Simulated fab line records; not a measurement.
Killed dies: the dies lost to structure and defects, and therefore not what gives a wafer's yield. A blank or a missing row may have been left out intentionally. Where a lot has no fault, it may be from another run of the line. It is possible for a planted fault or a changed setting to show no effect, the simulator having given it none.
Problem report in the 8D (eight disciplines) form, filled by code + flow sky130 + the parts of the form that need people (team, actions taken, sign-off) are left out

## 1. PROBLEM STATEMENT
dose-ions-cm2 at SKY_LDD_N_IMPLANT_09 reads a mean of 6.400e+13 on 6 wafers of 2 lots; wafers without a fault read 7.499e+13 with a standard deviation of 8e+10. That is -99 or more standard deviations from the usual mean.
First seen on wafer L605.1, day 21 12:54, on implanter-04. The record holds 36 wafers of 12 lots with a number at this step. By rule, "out" or "out of limits" means more than 4 standard deviations away from the usual mean. The other wafers with a number count as sound.

## 2. WHAT IT IS; WHAT IT IS NOT
| question                    | is                                | is not                                                                                 |
|-----------------------------|-----------------------------------|----------------------------------------------------------------------------------------|
| which readings at this step | dose-ions-cm2, faraday-current-uA | -                                                                                      |
| which lots                  | L605, L607                        | L597, L599, L600, L601, L602, L603, L606, L614, L616, L618                             |
| which wafers of those lots  | all that have a number            | -                                                                                      |
| read on which tools         | implanter-04                      | implanter-01, implanter-03                                                             |
| when                        | from day 21 12:54                 | up to then (18 sound wafers); but 12 sound wafers of L606, L614, L616, L618 came after |

## 3. THE SUSPECTS, EACH WITH WHAT RULES IT OUT
Counting: a tool at a process step up to the reading stays a suspect if it ran every lot that is out and no sound lot after the first of them.
- implanter-04 at SKY_LDD_N_IMPLANT_09: ruled out as a lasting fault. Sound lots L616, L618 ran on it after its first lot that is out, L605 (day 21 12:54).
Left after counting: nothing in the record.

## 4. THE CAUSE (what the simulator had put in)
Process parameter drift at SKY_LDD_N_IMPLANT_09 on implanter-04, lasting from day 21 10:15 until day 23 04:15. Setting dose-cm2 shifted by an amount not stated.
Counting ruled it out, wrongly.

## 5. THE EFFECT CHAIN, in route order
Each row: a reading whose mean over the struck wafers that have a number lies more than 3 standard deviations from the usual. Scope: only readings with a usual standard deviation given in the record; hours: median across lots of the time from each lot's start at the first step in this table that gives one to its start at this step; sigmas: change in usual standard deviations.
| hours | step                 | reading            | usual     | on struck wafers | change     | sigmas      |
|-------|----------------------|--------------------|-----------|------------------|------------|-------------|
| 0     | SKY_LDD_N_IMPLANT_09 | dose-ions-cm2      | 7.499e+13 | 6.400e+13        | -1.100e+13 | -99 or more |
| 0     | SKY_LDD_N_IMPLANT_09 | faraday-current-uA | 423       | 352              | -71        | -8.0        |
The process steps in it:
- SKY_LDD_N_IMPLANT_09
Later measuring or inspecting steps at which every struck wafer that the step has a row for has a number for every such reading, and none has moved that far: SKY_LDD_HVN_TW_MEAS_10.

## 6. WHAT WOULD HAVE CAUGHT IT SOONER
First out-of-limits reading in this record: day 21 12:54, which is 3 hours after fault onset at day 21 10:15.
